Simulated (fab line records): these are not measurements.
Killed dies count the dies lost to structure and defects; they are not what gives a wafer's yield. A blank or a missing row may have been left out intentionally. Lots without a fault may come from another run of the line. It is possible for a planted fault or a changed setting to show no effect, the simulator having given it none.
Matching of chambers + flow gf180mcu + GF_V3_ETCH_16 on rie-diel-04: 4 sister chambers
The step etches BARC in N2/H2. 8 wafers are shown with their chamber, then 12 later ones without.

WAFERS PAIRED WITH THEIR CHAMBERS
| wafer  | chamber | drypump-motor-current-A (A) | oes-product-au (a.u.) |
|--------|---------|-----------------------------|-----------------------|
| L084.4 | 2       | 5.0                         | 0.850                 |
| L086.1 | 3       | 6.5                         | 0.856                 |
| L087.1 | 0       | 6.2                         | 0.851                 |
| L087.2 | 1       | 5.5                         | 0.848                 |
| L087.3 | 3       | 6.5                         | 0.850                 |
| L090.1 | 0       | 6.1                         | 0.858                 |
| L090.5 | 1       | 5.5                         | 0.855                 |
| L090.6 | 2       | 5.1                         | 0.852                 |

WAFERS WITHOUT THEIR CHAMBER
| wafer  | drypump-motor-current-A (A) | oes-product-au (a.u.) |
|--------|-----------------------------|-----------------------|
| L091.2 | 5.1                         | 0.850                 |
| L091.3 | 5.5                         | 0.852                 |
| L091.4 | 6.5                         | 0.859                 |
| L093.4 | 6.5                         | 0.853                 |
| L093.5 | 5.0                         | 0.857                 |
| L093.6 | 5.5                         | 0.856                 |
| L094.1 | 5.0                         | 0.856                 |
| L094.3 | 6.2                         | 0.850                 |
| L094.6 | 5.5                         | 0.853                 |
| L097.2 | 6.5                         | 0.860                 |
| L097.3 | 5.0                         | 0.853                 |
| L097.6 | 6.5                         | 0.852                 |

CHAMBER TAKEN BY EACH
| wafer  | from the rows above | in truth |
|--------|---------------------|----------|
| L091.2 | 2                   | 2        |
| L091.3 | 1                   | 1        |
| L091.4 | 3                   | 3        |
| L093.4 | 3                   | 3        |
| L093.5 | 2                   | 2        |
| L093.6 | 1                   | 1        |
| L094.1 | 2                   | 2        |
| L094.3 | 0                   | 0        |
| L094.6 | 1                   | 1        |
| L097.2 | 3                   | 3        |
| L097.3 | 2                   | 2        |
| L097.6 | 3                   | 3        |
Correctly placed: 12 of 12. Number that these rows cannot place: 0. Placed wrongly: 0.
How it was worked out, from the rows above alone: a wafer's distance from a chamber is the root of the sum, over the readings, of the square of ((its reading less the chamber's mean) divided by the reading's scatter). If the next closest chamber is less than 2 further off than the closest, the wafer can't be placed; otherwise it belongs to the closest. For every chamber, the mean is computed from those of its wafers that are shown. How the scatter is found: for the shown wafers, subtract from each reading the mean of its chamber, square and add these, divide the total by (wafers less chambers), then take the root.
